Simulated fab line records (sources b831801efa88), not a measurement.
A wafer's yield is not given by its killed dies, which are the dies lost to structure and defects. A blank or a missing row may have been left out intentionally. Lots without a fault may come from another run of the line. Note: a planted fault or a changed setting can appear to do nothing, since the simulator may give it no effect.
Which tool was responsible? || flow sky130 || 18 wafers from 6 lots sampled at 3 of the route's 708 steps

WHAT THE GAUGES SHOWED, per wafer
SKY_VT_ADJUST_NCORE_CD_MEAS_07: the cd target is 380 nm.
{"lot": "L741", "measured": "day 8 23:49", "on": "cdSem-02", "cdNm (nm)": "382.3 380.9 379.7"}
{"lot": "L744", "measured": "day 9 20:24", "on": "cdSem-01", "cdNm (nm)": "381.8 378.8 381.1"}
{"lot": "L747", "measured": "day 10 18:14", "on": "cdSem-01", "cdNm (nm)": "380.8 379.5 380.8"}
{"lot": "L750", "measured": "day 11 10:58", "on": "cdSem-02", "cdNm (nm)": "390.0 390.5 388.3"}
{"lot": "L759", "measured": "day 14 03:53", "on": "cdSem-02", "cdNm (nm)": "375.7 376.6 378.6"}
{"lot": "L762", "measured": "day 14 22:59", "on": "cdSem-01", "cdNm (nm)": "378.6 380.3 379.7"}

EACH LOT AND THE TOOL THAT RAN IT (in order: tool; ch and the chambers of the sampled wafers; start)
{"lot": "L741", "SKY_NWELL_RTA_28": "rtpAnneal-02 ch 0, day 5 16:12", "SKY_VT_ADJUST_NCORE_DEVELOP_06": "lithoTrack-02 ch 0, day 8 23:40"}
{"lot": "L744", "SKY_NWELL_RTA_28": "rtpAnneal-01 ch 0, day 6 10:03", "SKY_VT_ADJUST_NCORE_DEVELOP_06": "lithoTrack-02 ch 0, day 9 20:15"}
{"lot": "L747", "SKY_NWELL_RTA_28": "rtpAnneal-01 ch 0, day 7 03:40", "SKY_VT_ADJUST_NCORE_DEVELOP_06": "lithoTrack-02 ch 0, day 10 18:06"}
{"lot": "L750", "SKY_NWELL_RTA_28": "rtpAnneal-02 ch 0, day 7 18:55", "SKY_VT_ADJUST_NCORE_DEVELOP_06": "lithoTrack-01 ch 0, day 11 10:50"}
{"lot": "L759", "SKY_NWELL_RTA_28": "rtpAnneal-02 ch 0, day 10 03:56", "SKY_VT_ADJUST_NCORE_DEVELOP_06": "lithoTrack-03 ch 0, day 14 03:41"}
{"lot": "L762", "SKY_NWELL_RTA_28": "rtpAnneal-02 ch 0, day 10 19:38", "SKY_VT_ADJUST_NCORE_DEVELOP_06": "lithoTrack-03 ch 0, day 14 22:50"}
- SKY_NWELL_RTA_28: time 30 s.
- SKY_VT_ADJUST_NCORE_DEVELOP_06: develop time 60 s.

THE ANSWER, worked out from the rows above alone
Rule: the lots themselves supply what counts as usual. The widest of any qualifying gaps counts: lots, ordered by their means at a reading, are off when they make up no more than a third of the lots, leave a main group of 4 or more, and stand apart from it by 3 or more times the standard deviation of that group's means. Not used: any main group whose means are identical at the precision the tables above print for the reading. A lot without any number at a reading at which 4 lots or more have one is off too. Where the step has rows for the other lots, those lots are counted as sound.
Off: L750, at SKY_VT_ADJUST_NCORE_CD_MEAS_07 (cdNm). For the main group the mean is 379.7 nm and the standard deviation 1.4.
If a tool, at a process step before that reading, ran all the lots that are off and no sound lot after the first of them, it fits. The gauges at SKY_VT_ADJUST_NCORE_CD_MEAS_07 are tried like those tools. One candidate fits, namely lithoTrack-01 at SKY_VT_ADJUST_NCORE_DEVELOP_06. It ran no sound lot before its first lot that is off in this sample, so the start can't be narrowed down.

WHAT WAS PUT IN BY THE SIMULATOR
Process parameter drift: lithoTrack-01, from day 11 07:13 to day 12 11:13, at SKY_VT_ADJUST_NCORE_DEVELOP_06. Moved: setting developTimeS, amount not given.
Shown lots that were struck: L750. The rule given above showed the same thing.
